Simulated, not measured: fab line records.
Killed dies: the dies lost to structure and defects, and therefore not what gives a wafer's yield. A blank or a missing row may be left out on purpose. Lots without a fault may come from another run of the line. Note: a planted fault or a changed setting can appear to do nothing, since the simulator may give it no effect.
Which tool is to blame? + flow gf180mcu + 12 lots with 36 wafers sampled at 5 steps, on a route of 602 steps

== WHAT THE GAUGES SHOWED, per wafer ==
GF_HV_LDD_TW_MEAS_11. Usual: for HV_LDD_TW the level is 2433 and the standard deviation is 18.
| lot  | measured     | on            | HV_LDD_TW      | flag |
|------|--------------|---------------|----------------|------|
| L361 | day 10 11:32 | film-metro-04 | 2455 2440 2451 |      |
| L362 | day 10 14:43 | film-metro-02 | 2421 2415 2427 |      |
| L363 | day 10 20:37 | film-metro-04 | 2449 2463 2464 |      |
| L364 | day 11 04:06 | film-metro-02 | 2414 2416 2426 |      |
| L367 | day 12 04:50 | film-metro-03 | 2423 2415 2430 |      |
| L368 | day 12 11:29 | film-metro-03 | 2422 2415 2416 |      |
| L369 | day 12 19:04 | film-metro-03 | 2421 2419 2427 |      |
| L372 | day 13 20:20 | film-metro-04 | 2458 2458 2451 |      |
| L377 | day 15 04:27 | film-metro-04 | 2458 2456 2450 |      |
| L379 | day 15 20:26 | film-metro-02 | 2420 2409 2415 |      |
| L382 | day 16 17:19 | film-metro-04 | 2449 2473 2452 |      |
| L383 | day 17 00:22 | film-metro-03 | 2427 2440 2428 |      |

== WHAT TOOL EACH LOT RAN ON (gives the tool, then ch and the chambers of the sampled wafers, and finally the start) ==
| lot  | GF_STI_ETCH_13                    | GF_MVSD_STRIP_10                    | GF_MVPSD_COAT_02                  | GF_MVPSD_STRIP_10                    |
|------|-----------------------------------|-------------------------------------|-----------------------------------|--------------------------------------|
| L361 | rie-diel-04 ch 1,3, day 2 08:16   | plasma-asher-03 ch 0,1, day 4 18:41 | litho-track-02 ch 0, day 5 01:39  | plasma-asher-02 ch 0,1, day 5 08:55  |
| L362 | rie-diel-03 ch 0,2,3, day 2 11:46 | plasma-asher-01 ch 0,1, day 4 21:44 | litho-track-03 ch 0, day 5 04:49  | plasma-asher-02 ch 1, day 5 12:02    |
| L363 | rie-diel-03 ch 0,1,3, day 2 16:35 | plasma-asher-01 ch 0,1, day 5 03:34 | litho-track-03 ch 0, day 5 10:00  | plasma-asher-03 ch 0,1, day 5 18:08  |
| L364 | rie-diel-03 ch 0,1,3, day 2 22:38 | plasma-asher-04 ch 0,1, day 5 09:05 | litho-track-03 ch 0, day 5 16:10  | plasma-asher-01 ch 0,1, day 5 23:40  |
| L367 | rie-diel-04 ch 1,3, day 3 13:31   | plasma-asher-04 ch 0,1, day 6 03:59 | litho-track-03 ch 0, day 6 11:31  | plasma-asher-03 ch 0,1, day 6 19:17  |
| L368 | rie-diel-04 ch 0,2,3, day 3 18:55 | plasma-asher-01 ch 0,1, day 6 09:14 | litho-track-03 ch 0, day 6 16:27  | plasma-asher-03 ch 0,1, day 7 00:43  |
| L369 | rie-diel-04 ch 2,3, day 3 23:38   | plasma-asher-03 ch 0,1, day 6 15:04 | litho-track-03 ch 0, day 6 22:25  | plasma-asher-01 ch 0,1, day 7 07:02  |
| L372 | rie-diel-04 ch 0,2,3, day 4 16:01 | plasma-asher-03 ch 0,1, day 7 08:29 | litho-track-01 ch 0, day 7 15:45  | plasma-asher-03 ch 0,1, day 8 00:56  |
| L377 | rie-diel-04 ch 0,1,3, day 5 17:05 | plasma-asher-03 ch 0,1, day 8 11:59 | litho-track-01 ch 0, day 8 20:06  | plasma-asher-01 ch 0,1, day 9 05:38  |
| L379 | rie-diel-01 ch 0,1, day 6 04:08   | plasma-asher-04 ch 0,1, day 8 23:41 | litho-track-02 ch 0, day 9 07:51  | plasma-asher-03 ch 0,1, day 9 16:46  |
| L382 | rie-diel-04 ch 0,1, day 6 19:17   | plasma-asher-04 ch 0,1, day 9 17:10 | litho-track-03 ch 0, day 10 01:40 | plasma-asher-01 ch 0,1, day 10 11:02 |
| L383 | rie-diel-01 ch 0,1,2, day 6 23:35 | plasma-asher-01 ch 0,1, day 9 22:17 | litho-track-03 ch 0, day 10 07:27 | plasma-asher-03 ch 0,1, day 10 16:49 |
- GF_STI_ETCH_13: etches the open film in CHF3/O2, stops on Si, target depth 282.31 nm, time 112.9 s.
- GF_MVSD_STRIP_10: strips in O2/N2.
- GF_MVPSD_COAT_02: resist thk 3000 nm.
- GF_MVPSD_STRIP_10: strips in O2/N2.

== WHAT THE TOOLS THEMSELVES READ (means of the sampled wafers that have a number; where no wafer has one, the mark that the record gives instead) ==
GF_STI_ETCH_13. Usual: chf3-flow-sccm 50.01 sccm, standard deviation 0.15; drypump-motor-current-A 5.8 A, standard deviation 0.49; oes-product-au 0.833 a.u., standard deviation 0.0068; rf-fwd-power-W 596.8 W, standard deviation 2; throttle-valve-pct 8.811 %, standard deviation 0.0094.
| lot  | tool        | chf3-flow-sccm (sccm) | drypump-motor-current-A (A) | oes-product-au (a.u.) | rf-fwd-power-W (W) | throttle-valve-pct (%) | flag |
|------|-------------|-----------------------|-----------------------------|-----------------------|--------------------|------------------------|------|
| L361 | rie-diel-04 | 50.12                 | 5.3                         | 0.836                 | 597.2              | 8.810                  |      |
| L362 | rie-diel-03 | 50.06                 | 5.7                         | 0.836                 | 596.0              | 8.809                  |      |
| L363 | rie-diel-03 | 49.98                 | 5.9                         | 0.833                 | 595.5              | 8.815                  |      |
| L364 | rie-diel-03 | 50.00                 | 5.9                         | 0.837                 | 597.4              | 8.812                  |      |
| L367 | rie-diel-04 | 50.00                 | 5.1                         | 0.840                 | 596.0              | 8.811                  |      |
| L368 | rie-diel-04 | 50.01                 | 5.9                         | 0.840                 | 597.2              | 8.823                  |      |
| L369 | rie-diel-04 | 49.93                 | 5.7                         | 0.840                 | 596.7              | 8.812                  |      |
| L372 | rie-diel-04 | 50.09                 | 5.9                         | 0.839                 | 596.7              | 8.805                  |      |
| L377 | rie-diel-04 | 49.94                 | 5.5                         | 0.819                 | 597.0              | 8.804                  |      |
| L379 | rie-diel-01 | 50.08                 | 6.4                         | 0.834                 | 596.4              | 8.811                  |      |
| L382 | rie-diel-04 | 49.89                 | 5.3                         | 0.825                 | 595.2              | 8.807                  |      |
| L383 | rie-diel-01 | 49.90                 | 6.4                         | 0.834                 | 595.2              | 8.812                  |      |

GF_MVSD_STRIP_10. Usual: drypump-motor-current-A 5.74 A, standard deviation 0.17; heater-power-w 346 W, standard deviation 18; oes-product-au 0.723 a.u., standard deviation 0.0046; strip-time-to-endpoint-s 36.99 s, standard deviation 0.1.
| lot  | tool            | drypump-motor-current-A (A) | heater-power-w (W) | oes-product-au (a.u.) | strip-time-to-endpoint-s (s) | flag |
|------|-----------------|-----------------------------|--------------------|-----------------------|------------------------------|------|
| L361 | plasma-asher-03 | 5.87                        | 348                | 0.724                 | 36.99                        |      |
| L362 | plasma-asher-01 | 5.63                        | 376                | 0.725                 | 36.86                        |      |
| L363 | plasma-asher-01 | 5.62                        | 366                | 0.724                 | 37.08                        |      |
| L364 | plasma-asher-04 | 5.85                        | 330                | 0.721                 | 37.06                        |      |
| L367 | plasma-asher-04 | 5.81                        | 335                | 0.722                 | 37.00                        |      |
| L368 | plasma-asher-01 | 5.60                        | 363                | 0.719                 | 37.01                        |      |
| L369 | plasma-asher-03 | 5.66                        | 340                | 0.724                 | 36.82                        |      |
| L372 | plasma-asher-03 | 5.85                        | 346                | 0.726                 | 37.21                        |      |
| L377 | plasma-asher-03 | 5.85                        | 341                | 0.723                 | 37.04                        |      |
| L379 | plasma-asher-04 | 5.79                        | 339                | 0.725                 | 36.86                        |      |
| L382 | plasma-asher-04 | 5.82                        | 330                | 0.722                 | 36.91                        |      |
| L383 | plasma-asher-01 | 5.64                        | 371                | 0.723                 | 37.03                        |      |

GF_MVPSD_COAT_02. Usual: resist-line-temp-C at 22.99 C, with a standard deviation of 0.1.
| lot  | tool           | resist-line-temp-C (C) | flag |
|------|----------------|------------------------|------|
| L361 | litho-track-02 | 23.07                  |      |
| L362 | litho-track-03 | 23.09                  |      |
| L363 | litho-track-03 | 22.97                  |      |
| L364 | litho-track-03 | 22.97                  |      |
| L367 | litho-track-03 | 22.92                  |      |
| L368 | litho-track-03 | 22.95                  |      |
| L369 | litho-track-03 | 23.11                  |      |
| L372 | litho-track-01 | 22.87                  |      |
| L377 | litho-track-01 | 22.88                  |      |
| L379 | litho-track-02 | 23.12                  |      |
| L382 | litho-track-03 | 23.00                  |      |
| L383 | litho-track-03 | 22.89                  |      |

GF_MVPSD_STRIP_10. Usual: drypump-motor-current-A 5.69 A, standard deviation 0.22; heater-power-w 354 W, standard deviation 18; oes-product-au 0.722 a.u., standard deviation 0.0047; strip-time-to-endpoint-s 36.98 s, standard deviation 0.083.
| lot  | tool            | drypump-motor-current-A (A) | heater-power-w (W) | oes-product-au (a.u.) | strip-time-to-endpoint-s (s) | flag |
|------|-----------------|-----------------------------|--------------------|-----------------------|------------------------------|------|
| L361 | plasma-asher-02 | 5.74                        | 338                | 0.718                 | 37.04                        |      |
| L362 | plasma-asher-02 | 6.19                        | 380                | 0.722                 | 37.05                        |      |
| L363 | plasma-asher-03 | 5.67                        | 337                | 0.719                 | 36.84                        |      |
| L364 | plasma-asher-01 | 5.59                        | 359                | 0.723                 | 36.98                        |      |
| L367 | plasma-asher-03 | 5.85                        | 343                | 0.724                 | 36.95                        |      |
| L368 | plasma-asher-03 | 5.86                        | 341                | 0.721                 | 37.44                        | OFF  |
| L369 | plasma-asher-01 | 5.58                        | 362                | 0.720                 | 37.85                        | OFF  |
| L372 | plasma-asher-03 | 5.86                        | 341                | 0.721                 | 37.01                        |      |
| L377 | plasma-asher-01 | 5.64                        | 369                | 0.723                 | 37.06                        |      |
| L379 | plasma-asher-03 | 5.71                        | 340                | 0.720                 | 37.02                        |      |
| L382 | plasma-asher-01 | 5.58                        | 358                | 0.726                 | 36.83                        |      |
| L383 | plasma-asher-03 | 5.68                        | 341                | 0.719                 | 36.95                        |      |

== THE ANSWER, worked out from the rows above alone ==
Rule: a lot is off if the mean of its wafers that have a number lies more than 3 standard deviations from the usual mean. Also off: a lot with no number at a reading for which 4 or more lots have one. All remaining lots with rows at the step are treated as sound. Order of review: gauges by route order, followed by the tools' own readings, for which a lot's mean as printed above is used. At the first step where some lot is off, the reading lying furthest off is the one used; lots without a number count as furthest.
Off, at GF_MVPSD_STRIP_10 on strip-time-to-endpoint-s: L368, L369.
If a tool, at that step or one of the process steps before it, ran each lot that is off and ran no sound lot following the first of them, it fits. Not one of the candidates tried fits.

== WHAT THE SIMULATOR HAD PUT IN ==
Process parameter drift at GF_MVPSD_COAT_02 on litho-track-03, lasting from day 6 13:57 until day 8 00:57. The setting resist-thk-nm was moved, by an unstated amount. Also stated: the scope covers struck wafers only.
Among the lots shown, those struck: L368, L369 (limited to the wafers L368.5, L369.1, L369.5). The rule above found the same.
